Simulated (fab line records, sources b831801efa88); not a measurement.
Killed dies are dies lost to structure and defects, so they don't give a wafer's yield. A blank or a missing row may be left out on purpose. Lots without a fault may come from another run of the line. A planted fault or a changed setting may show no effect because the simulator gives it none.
Which tool did it? | flow gf180mcu | 12 lots, 36 wafers sampled, at 6 steps of a route of 602

WHAT THE GAUGES READ, wafer by wafer
GF_V2_BOW_MEAS_05.
lot  | measured     | on            | V2_BOW (um)
L961 | day 20 03:27 | film_metro-04 | 93 109 97
L962 | day 20 06:41 | film_metro-03 | 106 91 94
L963 | day 20 18:23 | film_metro-01 | 98 98 95
L966 | day 21 17:04 | film_metro-04 | 105 101 98
L967 | day 21 22:47 | film_metro-04 | 86 85 98
L968 | day 22 13:11 | film_metro-03 | 101 106 100
L970 | day 23 01:13 | film_metro-03 | 97 98 92
L972 | day 23 17:15 | film_metro-01 | 105 96 103
L974 | day 24 11:40 | film_metro-03 | 103 108 83
L976 | day 25 00:19 | film_metro-03 | 91 92 81
L979 | day 26 02:17 | film_metro-03 | 110 106 108
L983 | day 27 03:53 | film_metro-01 | 106 101 98

GF_V2_RS_MEAS_24: measures by four-point-probe.
lot  | measured     | on            | V2_W_RS (ohm/sq)
L961 | day 21 04:25 | film_metro-03 | 0.328 0.325 0.329
L962 | day 21 08:08 | film_metro-01 | 0.325 0.332 0.329
L963 | day 21 19:22 | film_metro-04 | 0.330 0.330 0.323
L966 | day 22 17:40 | film_metro-03 | 0.327 0.325 0.327
L967 | day 22 22:36 | film_metro-03 | 0.327 0.327 0.323
L968 | day 23 13:50 | film_metro-01 | 0.325 0.323 0.325
L970 | day 24 00:43 | film_metro-03 | 0.329 0.329 0.328
L972 | day 24 16:37 | film_metro-01 | 0.323 0.326 0.326
L974 | day 25 11:17 | film_metro-03 | 0.322 0.324 0.322
L976 | day 25 22:13 | film_metro-04 | 0.365 0.359 0.362
L979 | day 27 00:01 | film_metro-01 | 0.357 0.357 0.364
L983 | day 28 01:07 | film_metro-01 | 0.334 0.329 0.331

GF_V2_THK_MEAS_25: measures by xrf.
lot  | measured     | on            | V2_W_THK (nm)
L961 | day 21 04:32 | film_metro-03 | 368 374 370
L962 | day 21 08:16 | film_metro-01 | 360 353 357
L963 | day 21 19:28 | film_metro-04 | 368 368 373
L966 | day 22 17:46 | film_metro-03 | 366 373 369
L967 | day 22 22:42 | film_metro-03 | 367 368 372
L968 | day 23 13:56 | film_metro-01 | 359 362 358
L970 | day 24 00:50 | film_metro-03 | 371 373 370
L972 | day 24 16:44 | film_metro-01 | 361 360 359
L974 | day 25 11:23 | film_metro-03 | 380 376 380
L976 | day 25 22:20 | film_metro-04 | 332 337 333
L979 | day 27 00:07 | film_metro-01 | 326 326 320
L983 | day 28 01:14 | film_metro-01 | 348 354 351

WHICH TOOL RAN EACH LOT (tool, then ch and the chambers of the sampled wafers, then the start)
lot  | GF_V2_CMP_04                  | GF_V2_SPUTTER_22             | GF_V2_CVD_23
L961 | cmp-02 ch 1,2,3, day 20 03:09 | pvd_sputter-03, day 21 04:16 | cvd_w-02 ch 0,1, day 21 04:17
L962 | cmp-01 ch 0,3, day 20 06:23   | pvd_sputter-03, day 21 07:59 | cvd_w-02 ch 0,1, day 21 08:02
L963 | cmp-02 ch 0,2,3, day 20 18:10 | pvd_sputter-02, day 21 19:11 | cvd_w-02 ch 0,1, day 21 19:14
L966 | cmp-01 ch 1,3, day 21 16:46   | pvd_sputter-03, day 22 17:29 | cvd_w-02 ch 0,1, day 22 17:34
L967 | cmp-02 ch 0,1,2, day 21 22:30 | pvd_sputter-04, day 22 22:24 | cvd_w-01 ch 0,1, day 22 22:29
L968 | cmp-02 ch 0,1,2, day 22 12:57 | pvd_sputter-03, day 23 13:38 | cvd_w-02 ch 0,1, day 23 13:43
L970 | cmp-02 ch 0,1,2, day 23 00:58 | pvd_sputter-04, day 24 00:34 | cvd_w-02 ch 0,1, day 24 00:36
L972 | cmp-02 ch 1,2,3, day 23 17:03 | pvd_sputter-03, day 24 16:28 | cvd_w-01 ch 0,1, day 24 16:31
L974 | cmp-02 ch 0,1,3, day 24 11:19 | pvd_sputter-03, day 25 11:06 | cvd_w-01 ch 0,1, day 25 11:10
L976 | cmp-02 ch 0,1,3, day 25 00:04 | pvd_sputter-03, day 25 22:04 | cvd_w-02 ch 0,1, day 25 22:06
L979 | cmp-02 ch 1,2,3, day 26 02:01 | pvd_sputter-03, day 26 23:50 | cvd_w-02 ch 0,1, day 26 23:53
L983 | cmp-02 ch 1,2,3, day 27 03:38 | pvd_sputter-02, day 28 00:58 | cvd_w-01 ch 0,1, day 28 01:01
- GF_V2_CMP_04: polishes SiO2.
- GF_V2_SPUTTER_22: material TiN, target thk 10 nm, time 40 s.
- GF_V2_CVD_23: deposits W, target thk 350 nm, time 104.94 s.

WHAT THE TOOLS THEMSELVES READ (means of the sampled wafers that have a number; where no wafer has one, the mark that the record gives instead)
GF_V2_CMP_04.
lot  | tool   | motor_current_A (A) | time_to_endpoint_s (s)
L961 | cmp-02 | 11.9                | 76
L962 | cmp-01 | 12.0                | 80
L963 | cmp-02 | 11.5                | 80
L966 | cmp-01 | 12.1                | 86
L967 | cmp-02 | 12.4                | 78
L968 | cmp-02 | 12.1                | 84
L970 | cmp-02 | 12.1                | 84
L972 | cmp-02 | 12.5                | 79
L974 | cmp-02 | 11.9                | 85
L976 | cmp-02 | 12.3                | 80
L979 | cmp-02 | 12.0                | 86
L983 | cmp-02 | 12.3                | 79

GF_V2_SPUTTER_22.
lot  | tool           | throttle_valve_pct (%)
L961 | pvd_sputter-03 | 29.4
L962 | pvd_sputter-03 | 29.3
L963 | pvd_sputter-02 | 30.0
L966 | pvd_sputter-03 | 29.7
L967 | pvd_sputter-04 | 30.1
L968 | pvd_sputter-03 | 29.1
L970 | pvd_sputter-04 | 30.1
L972 | pvd_sputter-03 | 29.9
L974 | pvd_sputter-03 | 29.5
L976 | pvd_sputter-03 | 30.1
L979 | pvd_sputter-03 | 29.4
L983 | pvd_sputter-02 | 29.9

GF_V2_CVD_23.
lot  | tool     | heater_power_w (W)
L961 | cvd_w-02 | 888
L962 | cvd_w-02 | 879
L963 | cvd_w-02 | 880
L966 | cvd_w-02 | 884
L967 | cvd_w-01 | 813
L968 | cvd_w-02 | 883
L970 | cvd_w-02 | 874
L972 | cvd_w-01 | 819
L974 | cvd_w-01 | 812
L976 | cvd_w-02 | 879
L979 | cvd_w-02 | 941
L983 | cvd_w-01 | 803

THE ANSWER, worked out from the rows above alone
Rule: what is usual is taken from the lots themselves. Put in order of their means at a reading, lots are off if they are a third of the lots or fewer, leave a main group of 4 or more, and stand apart from it by a gap of 3 or more times the standard deviation of the main group's means; of several such gaps the widest counts. A main group whose means are all the same, to the digits that the tables above print for the reading, isn't used. A lot without any number at a reading at which 4 lots or more have one is off too. The other lots that the step has rows for count as sound. The gauges are gone through in route order, then the tools' own readings, and for those a lot's mean is taken as printed above. The first step at which some lot is off is used, and at that step the reading that is off furthest; a lot without a number counts as furthest.
Off: L976, L979, at GF_V2_RS_MEAS_24 (V2_W_RS). The main group: mean 0.327 ohm/sq, standard deviation 0.0024.
A tool fits if, at a process step before that reading, it ran every lot that is off, and no sound lot after the first of them. The gauges at GF_V2_RS_MEAS_24 are tried like those tools. Can't be told from this: 2 tools fit, pvd_sputter-03 at GF_V2_SPUTTER_22, cvd_w-02 at GF_V2_CVD_23.

WHAT THE SIMULATOR HAD PUT IN
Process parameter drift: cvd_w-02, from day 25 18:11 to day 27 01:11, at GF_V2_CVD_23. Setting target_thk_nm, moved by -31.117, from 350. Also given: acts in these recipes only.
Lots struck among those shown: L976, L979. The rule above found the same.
